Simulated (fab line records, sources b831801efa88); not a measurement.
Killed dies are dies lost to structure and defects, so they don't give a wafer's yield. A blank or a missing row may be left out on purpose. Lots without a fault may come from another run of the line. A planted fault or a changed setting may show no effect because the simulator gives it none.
Which tool did it? | flow sky130 | 11 lots, 33 wafers sampled, at 5 steps of a route of 708

WHAT THE GAUGES READ, wafer by wafer
SKY_VIA3_THK_MEAS_01.
lot  | measured     | on            | VIA3_HDPCVD_THK (nm)
L424 | day 38 13:55 | film_metro-02 | 1648 1639 1662
L425 | day 38 23:52 | film_metro-02 | 1653 1621 1634
L426 | day 39 06:52 | film_metro-01 | 1636 1618 1623
L427 | day 39 19:21 | film_metro-04 | 1639 1622 1645
L430 | day 40 15:27 | film_metro-02 | 1627 1621 1616
L437 | day 42 08:52 | film_metro-04 | 1345 1326 1622
L438 | day 42 22:19 | film_metro-01 | 1631 1629 1619
L440 | day 43 13:42 | film_metro-01 | 1662 1660 1658
L445 | day 44 21:00 | film_metro-04 | 1616 1620 1644
L446 | day 44 22:51 | film_metro-02 | 1651 1636 1646
L447 | day 45 12:10 | film_metro-04 | 1633 1637 1636

SKY_VIA3_CD_MEAS_12: target cd 200 nm.
lot  | measured     | on        | cd_nm (nm)
L424 | day 39 14:53 | cd_sem-02 | 200.7 201.3 200.5
L425 | day 40 00:43 | cd_sem-02 | 200.3 200.6 200.1
L426 | day 40 09:43 | cd_sem-02 | 198.7 200.3 199.0
L427 | day 40 20:35 | cd_sem-02 | 200.8 199.7 201.9
L430 | day 41 16:01 | cd_sem-02 | 200.8 200.6 200.3
L437 | day 43 08:24 | cd_sem-01 | 202.1 200.5 202.7
L438 | day 43 21:56 | cd_sem-02 | 200.6 202.3 200.8
L440 | day 44 13:00 | cd_sem-01 | 197.4 198.0 197.1
L445 | day 45 19:05 | cd_sem-02 | 197.5 199.0 198.6
L446 | day 45 20:23 | cd_sem-01 | 201.8 202.9 201.1
L447 | day 46 08:55 | cd_sem-01 | 201.6 200.8 199.6

WHICH TOOL RAN EACH LOT (tool, then ch and the chambers of the sampled wafers, then the start)
lot  | SKY_VIA2_CMP_24               | SKY_METAL3_DESCUM_15              | SKY_VIA3_HDPCVD_00
L424 | cmp-01 ch 0,2,3, day 36 07:36 | rie_metal-03 ch 0,1, day 38 12:38 | hdpcvd-02 ch 0,1,2, day 38 13:46
L425 | cmp-02 ch 1,2,3, day 36 18:05 | rie_metal-03 ch 0,1, day 38 22:42 | hdpcvd-01 ch 0,1,2, day 38 23:43
L426 | cmp-01 ch 1,2,3, day 37 01:47 | rie_metal-01 ch 0,1, day 39 05:44 | hdpcvd-01 ch 0,1,2, day 39 06:41
L427 | cmp-01 ch 0,2,3, day 37 15:18 | rie_metal-02 ch 0, day 39 18:07   | hdpcvd-02 ch 0,2, day 39 19:11
L430 | cmp-02 ch 0,2,3, day 38 11:20 | rie_metal-02 ch 0, day 40 14:14   | hdpcvd-01 ch 0,1,2, day 40 15:17
L437 | cmp-02 ch 0,3, day 40 07:22   | rie_metal-01 ch 0,1, day 42 07:46 | hdpcvd-02 ch 1,2, day 42 08:42
L438 | cmp-01 ch 0,1,2, day 40 20:08 | rie_metal-03 ch 0,1, day 42 20:48 | hdpcvd-01 ch 0,1,2, day 42 22:09
L440 | cmp-01 ch 0,1,3, day 41 12:08 | rie_metal-01 ch 1, day 43 12:29   | hdpcvd-01 ch 1,2, day 43 13:31
L445 | cmp-02 ch 0,1,3, day 42 19:18 | rie_metal-01 ch 1, day 44 19:47   | hdpcvd-01 ch 0,1,2, day 44 20:49
L446 | cmp-01 ch 0,1,2, day 42 21:47 | rie_metal-01 ch 1, day 44 21:38   | hdpcvd-01 ch 1,2, day 44 22:41
L447 | cmp-02 ch 1,3, day 43 12:39   | rie_metal-02 ch 0,1, day 45 10:51 | hdpcvd-01 ch 1,2, day 45 11:59
- SKY_VIA2_CMP_24: polishes, stops on SiO2, t overpolish 20 s, target thk 0 nm.
- SKY_METAL3_DESCUM_15: chemistry O2, time 8 s.
- SKY_VIA3_HDPCVD_00: deposits SiO2, target thk 1635 nm, time 272.5 s.

WHAT THE TOOLS THEMSELVES READ (means of the sampled wafers that have a number; where no wafer has one, the mark that the record gives instead)
SKY_VIA2_CMP_24.
lot  | tool   | motor_current_A (A) | overpolish_run_s (s) | time_to_endpoint_s (s)
L424 | cmp-01 | 11.9                | 20.001               | 97
L425 | cmp-02 | 10.2                | 19.996               | 103
L426 | cmp-01 | 10.9                | 19.997               | 96
L427 | cmp-01 | 11.4                | 20.008               | 99
L430 | cmp-02 | 10.4                | 20.002               | 106
L437 | cmp-02 | 10.5                | 20.006               | 109
L438 | cmp-01 | 11.0                | 20.002               | 101
L440 | cmp-01 | 11.3                | 19.994               | 102
L445 | cmp-02 | 10.9                | 19.998               | 101
L446 | cmp-01 | 11.5                | 19.995               | 103
L447 | cmp-02 | 10.3                | 19.995               | 106

SKY_METAL3_DESCUM_15.
lot  | tool         | drypump_motor_current_A (A) | oes_product_au (a.u.)
L424 | rie_metal-03 | 5.5                         | 0.999
L425 | rie_metal-03 | 5.3                         | 0.996
L426 | rie_metal-01 | 6.2                         | 1.011
L427 | rie_metal-02 | 5.8                         | 1.005
L430 | rie_metal-02 | 5.8                         | 0.999
L437 | rie_metal-01 | 6.2                         | 1.006
L438 | rie_metal-03 | 5.5                         | 1.002
L440 | rie_metal-01 | 6.2                         | 1.005
L445 | rie_metal-01 | 6.2                         | 1.011
L446 | rie_metal-01 | 6.2                         | 1.005
L447 | rie_metal-02 | 6.3                         | 1.005

SKY_VIA3_HDPCVD_00.
lot  | tool      | run_length_s (s) | sih4_flow_sccm (sccm)
L424 | hdpcvd-02 | 300.2            | 60.02
L425 | hdpcvd-01 | 299.6            | 59.77
L426 | hdpcvd-01 | 299.7            | 60.11
L427 | hdpcvd-02 | 299.5            | 60.15
L430 | hdpcvd-01 | 299.9            | 59.98
L437 | hdpcvd-02 | 268.6            | 60.15
L438 | hdpcvd-01 | 300.1            | 60.16
L440 | hdpcvd-01 | 299.8            | 59.91
L445 | hdpcvd-01 | 299.7            | 59.92
L446 | hdpcvd-01 | 300.0            | 59.94
L447 | hdpcvd-01 | 299.5            | 59.95

THE ANSWER, worked out from the rows above alone
Rule: what is usual is taken from the lots themselves. Put in order of their means at a reading, lots are off if they are a third of the lots or fewer, leave a main group of 4 or more, and stand apart from it by a gap of 3 or more times the standard deviation of the main group's means; of several such gaps the widest counts. A main group whose means are all the same, to the digits that the tables above print for the reading, isn't used. A lot without any number at a reading at which 4 lots or more have one is off too. The other lots that the step has rows for count as sound. The gauges are gone through in route order, then the tools' own readings, and for those a lot's mean is taken as printed above. The first step at which some lot is off is used, and at that step the reading that is off furthest; a lot without a number counts as furthest.
Off: L437, at SKY_VIA3_THK_MEAS_01 (VIA3_HDPCVD_THK). The main group: mean 1636 nm, standard deviation 12.
A tool fits if, at a process step before that reading, it ran every lot that is off, and no sound lot after the first of them. The gauges at SKY_VIA3_THK_MEAS_01 aren't tried: what is off there is off at SKY_VIA3_HDPCVD_00 too, on other tools, and a gauge's error can't cause that. One fits: hdpcvd-02 at SKY_VIA3_HDPCVD_00. Its last sound lot is L427 (day 39 19:11), its first lot that is off L437 (day 42 08:42): a fault that began between those two fits.
The tool's own readings at SKY_VIA3_HDPCVD_00 bear it out: on the lots that are off they differ by more than 5 times the standard deviation of the sound lots' means. run_length_s reads 268.6 s there against 299.8 s on the sound lots.

WHAT THE SIMULATOR HAD PUT IN
Process parameter drift: hdpcvd-02, from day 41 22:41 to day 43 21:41, at SKY_VIA3_HDPCVD_00. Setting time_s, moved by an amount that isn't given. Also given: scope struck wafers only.
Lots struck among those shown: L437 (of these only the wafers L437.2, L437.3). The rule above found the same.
